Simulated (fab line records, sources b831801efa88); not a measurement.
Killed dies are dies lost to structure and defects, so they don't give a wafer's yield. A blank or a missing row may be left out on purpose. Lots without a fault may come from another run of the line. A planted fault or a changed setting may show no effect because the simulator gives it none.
One fault seen from 2 desks | flow gf180mcu | each desk has only its own numbers; what lay behind them comes last

THE METROLOGY DESK
What the gauges read, lot by lot, whatever tool the lot ran on: means of the sampled wafers that have a number. A lot is out of limits, marked OUT, if its mean lies more than 4 standard deviations from the usual mean; the brackets give that distance.
Columns: A = HV_LDD_CVD_54_THK at GF_HV_LDD_THK_MEAS_55, usual 10.02 nm; B = PSD_TW at GF_PSD_TW_MEAS_11, usual 3192; C = PSD_RS at GF_PSD_RS_MEAS_15, usual 108.49 ohm/sq
lot  | first seen here | A     | B               | C
L143 | day 12 21:46    | 9.98  | 3183            | 108.27
L146 | day 13 17:11    | 9.96  | 3205            | 108.36
L149 | day 15 04:28    | 10.05 | 3293 (+4.2) OUT | 103.80 (-18) OUT
L150 | day 15 23:17    | 9.92  | 3266            | 103.15 (-21) OUT
L158 | day 17 20:43    | 9.83  | 3168            | 108.58
L160 | day 18 23:40    | 9.98  | 3223            | 108.48
L161 | day 19 11:14    | 10.25 | 3176            | 108.55
L163 | day 19 22:13    | 10.05 | 3186            | 108.53
L162 | day 19 23:14    | 10.08 | 3216            | 108.46
L164 | day 20 22:15    | 10.01 | 3213            | 108.42
This desk's finding: out of limits on L149, L150; first on L149, day 17 02:32 (PSD_TW at GF_PSD_TW_MEAS_11). In limits: L143, L146, L158, L160, L161, L163, L162, L164.

THE TOOL OWNER'S DESK: implanter-03
The tool's own readings at GF_PSD_IMPLANT_09: means of the sampled wafers that have a number, for each lot that ran on this tool. A lot is out of limits, marked OUT, if its mean lies more than 4 standard deviations from the usual mean; the brackets give that distance.
Columns: A = beam_energy_keV at GF_PSD_IMPLANT_09, usual 39.998; B = end_station_pressure_torr at GF_PSD_IMPLANT_09, usual 1.18e-05 Torr
lot  | first seen here | A                        | B
L146 | day 15 12:43    | 39.996                   | 1.20e-05
L149 | day 17 02:17    | 44.601 (+99 or more) OUT | 1.20e-05
L150 | day 17 22:41    | 44.605 (+99 or more) OUT | 1.22e-05
L160 | day 21 02:51    | 39.999                   | 1.18e-05
L162 | day 22 00:49    | 39.985                   | 1.12e-05
L164 | day 22 22:23    | 39.992                   | 1.13e-05
This desk's finding: out of limits on L149, L150; first on L149, day 17 02:17 (beam_energy_keV at GF_PSD_IMPLANT_09). In limits: L146, L160, L162, L164.

PUT TOGETHER
The tool owner's desk could have raised an alarm at day 17 02:17, on L149, L150.
The metrology desk could have raised an alarm at day 17 02:32, on L149, L150.
Of the lots named, all ran GF_PSD_IMPLANT_09 on implanter-03.

WHAT THE SIMULATOR HAD PUT IN
Process parameter drift: implanter-03, from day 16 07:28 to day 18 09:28, at GF_PSD_IMPLANT_09. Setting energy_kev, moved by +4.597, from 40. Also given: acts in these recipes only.
Lots struck among those shown: L149, L150.
Hours from the fault's start to each desk's first reading out of limits: the tool owner's desk, 19; the metrology desk, 19.
